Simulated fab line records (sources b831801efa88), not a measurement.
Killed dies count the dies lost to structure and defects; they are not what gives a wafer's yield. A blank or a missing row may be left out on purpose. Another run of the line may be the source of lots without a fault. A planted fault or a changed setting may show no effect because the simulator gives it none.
Commonality check across tools | flow sky130 | 30 wafers sampled across 10 lots

## REASON FOR OPENING
At SKY_POLY_GATE_THK_MEAS_01 the reading POLY_GATE_CVD_00_THK is flagged on 2 of 10 lots. No-fault wafers: 180.6 nm, standard deviation 1.7.
Rule: a lot gets a flag if all its wafers with a number sit over 4 standard deviations from that mean, or if no wafer of it has a number. All remaining lots are regarded as sound.

lot  | measured     | on           | POLY_GATE_CVD_00_THK (nm), wafer by wafer | flag
L888 | day 13 14:50 | filmMetro-02 | 177.5 176.4 177.2                         | 
L889 | day 14 02:43 | filmMetro-02 | 184.0 183.2 181.2                         | 
L891 | day 14 16:18 | filmMetro-01 | 183.2 184.7 182.4                         | 
L895 | day 16 09:11 | filmMetro-02 | 181.0 179.8 180.3                         | 
L896 | day 16 17:24 | filmMetro-04 | 179.5 179.3 180.3                         | 
L897 | day 17 12:45 | filmMetro-01 | 178.7 177.8 180.3                         | 
L904 | day 20 07:40 | filmMetro-04 | 180.4 180.0 181.7                         | 
L905 | day 20 09:15 | filmMetro-02 | 181.9 182.5 180.8                         | 
L907 | day 20 20:08 | filmMetro-02 | 107.4 105.7 106.0                         | FLAGGED
L908 | day 21 00:06 | filmMetro-04 | 105.7 106.2 107.7                         | FLAGGED
The mean of the flagged lots' numbers is 106.5 nm, -74.1 nm from the usual (-44 standard deviations).

## WHICH TOOL RAN EACH LOT
3 process steps preceding the reading are held in the record, out of 708 steps in the route. Each cell gives the tool, then ch followed by the chambers the sampled wafers passed through, then the start.
lot  | flag    | SKY_VT_ADJUST_NCORE_STRIP_10        | SKY_VT_ADJUST_PCH_STRIP_09          | SKY_POLY_GATE_CVD_00
L888 |         | plasmaAsher-02 ch 0,1, day 8 11:18  | plasmaAsher-02 ch 0,1, day 10 06:22 | lpcvd-01 ch 1, day 13 13:38
L889 |         | plasmaAsher-02 ch 0,1, day 8 18:32  | plasmaAsher-02 ch 0,1, day 10 14:13 | lpcvd-01 ch 1, day 14 01:29
L891 |         | plasmaAsher-01 ch 0,1, day 9 04:41  | plasmaAsher-03 ch 0,1, day 11 01:23 | lpcvd-01 ch 1, day 14 15:05
L895 |         | plasmaAsher-02 ch 0,1, day 10 13:08 | plasmaAsher-02 ch 0,1, day 12 13:03 | lpcvd-01 ch 1, day 16 07:58
L896 |         | plasmaAsher-01 ch 0,1, day 10 21:11 | plasmaAsher-02 ch 1, day 12 21:20   | lpcvd-01 ch 0, day 16 16:12
L897 |         | plasmaAsher-04 ch 0,1, day 11 13:51 | plasmaAsher-02 ch 0,1, day 13 14:59 | lpcvd-01 ch 1, day 17 11:32
L904 |         | plasmaAsher-02 ch 0,1, day 13 17:29 | plasmaAsher-04 ch 1, day 16 00:05   | lpcvd-01 ch 1, day 20 06:28
L905 |         | plasmaAsher-01 ch 0,1, day 14 00:45 | plasmaAsher-03 ch 0,1, day 16 06:29 | lpcvd-01 ch 0, day 20 08:02
L907 | FLAGGED | plasmaAsher-02 ch 0,1, day 14 08:08 | plasmaAsher-02 ch 0,1, day 16 15:21 | lpcvd-01 ch 0, day 20 18:19
L908 | FLAGGED | plasmaAsher-02 ch 0,1, day 14 09:36 | plasmaAsher-02 ch 0,1, day 16 16:22 | lpcvd-01 ch 0, day 20 22:18
What the steps here do:
- SKY_VT_ADJUST_NCORE_STRIP_10: strips in O2/N2.
- SKY_VT_ADJUST_PCH_STRIP_09: strips in O2/N2.
- SKY_POLY_GATE_CVD_00: deposits poly-Si, target thk 180 nm, time 720 s.
- SKY_POLY_GATE_THK_MEAS_01

## FLAGGED OVER TOTAL, TOOL BY TOOL (the gauges that took the reading come last)
step                         | tool           | lots run | flagged | share of the flagged lots | sound lots run after its first flagged lot
SKY_VT_ADJUST_NCORE_STRIP_10 | plasmaAsher-01 | 3        | 0       | none                      | -
SKY_VT_ADJUST_NCORE_STRIP_10 | plasmaAsher-02 | 6        | 2       | all                       | 0
SKY_VT_ADJUST_NCORE_STRIP_10 | plasmaAsher-04 | 1        | 0       | none                      | -
SKY_VT_ADJUST_PCH_STRIP_09   | plasmaAsher-02 | 7        | 2       | all                       | 0
SKY_VT_ADJUST_PCH_STRIP_09   | plasmaAsher-03 | 2        | 0       | none                      | -
SKY_VT_ADJUST_PCH_STRIP_09   | plasmaAsher-04 | 1        | 0       | none                      | -
SKY_POLY_GATE_CVD_00         | lpcvd-01       | 10       | 2       | all                       | 0
SKY_POLY_GATE_THK_MEAS_01    | filmMetro-01   | 2        | 0       | none                      | -
SKY_POLY_GATE_THK_MEAS_01    | filmMetro-02   | 5        | 1       | some                      | 0
SKY_POLY_GATE_THK_MEAS_01    | filmMetro-04   | 3        | 1       | some                      | 0

## WHAT IS ALLOWED BY THE TABLE
All flagged lots were run by 3 table rows, namely plasmaAsher-02 at SKY_VT_ADJUST_NCORE_STRIP_10, plasmaAsher-02 at SKY_VT_ADJUST_PCH_STRIP_09, lpcvd-01 at SKY_POLY_GATE_CVD_00.
- plasmaAsher-02 at SKY_VT_ADJUST_NCORE_STRIP_10 ran 6 lots, 2 of them flagged. Last sound lot L904 at day 13 17:29, first flagged lot L907 at day 14 08:08; a fault beginning in between fits.
- plasmaAsher-02 at SKY_VT_ADJUST_PCH_STRIP_09 ran 7 lots, 2 of them flagged. Last sound lot L897 at day 13 14:59, first flagged lot L907 at day 16 15:21; a fault beginning in between fits.
- lpcvd-01 at SKY_POLY_GATE_CVD_00 ran 10 lots, 2 of them flagged. Last sound lot L905 at day 20 08:02, first flagged lot L907 at day 20 18:19; a fault beginning in between fits. Its own readings lie more than 4 standard deviations out on every wafer of the flagged lots: spikeTcBottomC, spikeTcCentreC, spikeTcLowerC, spikeTcTopC, spikeTcUpperC, susceptorTempC, zonePowerLowerPct.
Because each of these 2 tools fits a fault that began at some hour, counting lots does not separate them. More lots, or a look at what each step does to the wafer, might.

## WHAT THE SIMULATOR HAD PUT IN
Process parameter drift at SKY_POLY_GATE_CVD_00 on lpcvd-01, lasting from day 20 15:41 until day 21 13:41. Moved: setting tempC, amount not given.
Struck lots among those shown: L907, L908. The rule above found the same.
